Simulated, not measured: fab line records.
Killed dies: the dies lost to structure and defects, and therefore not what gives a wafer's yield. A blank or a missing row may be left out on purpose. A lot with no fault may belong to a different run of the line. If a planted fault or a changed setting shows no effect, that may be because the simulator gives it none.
One fault seen from 2 desks / flow gf180mcu / what lay behind the numbers comes last; until then each desk has only its own

== TOOL OWNER'S DESK, pecvd-01 ==
The tool's own readings at GF_PASSIVATION_CVD_00 (deposits SiO2 from TEOS, target thk 1000 nm, time 111.95 s): means of the sampled wafers that have a number, for each lot that ran on this tool. The brackets show how far a lot's mean lies from the usual mean; more than 4 standard deviations puts the lot out of limits, marked OUT.
Columns: A = heater_power_w at GF_PASSIVATION_CVD_00, usual 638 W; B = run_length_s at GF_PASSIVATION_CVD_00, usual 139.7 s
lot=L869; first seen here=day 28 11:55; A=612; B=140.3
lot=L875; first seen here=day 30 11:17; A=702; B=166.3 (+50) OUT
lot=L877; first seen here=day 31 07:46; A=688; B=166.4 (+50) OUT
lot=L890; first seen here=day 34 10:04; A=688; B=139.6
This desk finds L875, L877 out of limits, L875 being first, at day 30 11:17 (run_length_s at GF_PASSIVATION_CVD_00). Within limits: L869, L890.

== THE METROLOGY DESK ==
What the gauges read, lot by lot, whatever tool the lot ran on: means of the sampled wafers that have a number. The brackets show how far a lot's mean lies from the usual mean; more than 4 standard deviations puts the lot out of limits, marked OUT.
Columns: A = PASSIVATION_CVD_00_THK at GF_PASSIVATION_THK_MEAS_01, usual 1003 nm
lot=L868; first seen here=day 28 06:07; A=997
lot=L869; first seen here=day 28 11:59; A=1006
lot=L872; first seen here=day 29 11:29; A=1019
lot=L875; first seen here=day 30 11:25; A=1258 (+18) OUT
lot=L877; first seen here=day 31 07:51; A=1241 (+17) OUT
lot=L879; first seen here=day 31 13:07; A=994
lot=L882; first seen here=day 32 11:09; A=977
lot=L884; first seen here=day 32 17:38; A=1007
lot=L883; first seen here=day 33 00:22; A=998
lot=L887; first seen here=day 33 17:32; A=1009
lot=L888; first seen here=day 33 20:55; A=974
lot=L889; first seen here=day 34 01:20; A=1000
lot=L890; first seen here=day 34 10:09; A=1002
Per this desk, out of limits: L875, L877; the first was L875, day 30 11:25 (PASSIVATION_CVD_00_THK at GF_PASSIVATION_THK_MEAS_01). Within limits: L868, L869, L872, L879, L882, L884, L883, L887, L888, L889, L890.

== ALL TOGETHER ==
On L875, L877, at day 30 11:17, an alarm was possible from the tool owner's desk.
The metrology desk could have raised an alarm at day 30 11:25, on L875, L877.
GF_PASSIVATION_CVD_00 was run on pecvd-01 by each of the lots named.

== WHAT THE SIMULATOR PUT IN ==
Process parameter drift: pecvd-01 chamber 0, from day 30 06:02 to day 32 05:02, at GF_PASSIVATION_CVD_00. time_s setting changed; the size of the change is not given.
Lots struck among those shown: L875, L877.
Time in hours from fault onset to the first out-of-limits reading at each desk: tool owner's desk 5, metrology desk 5.
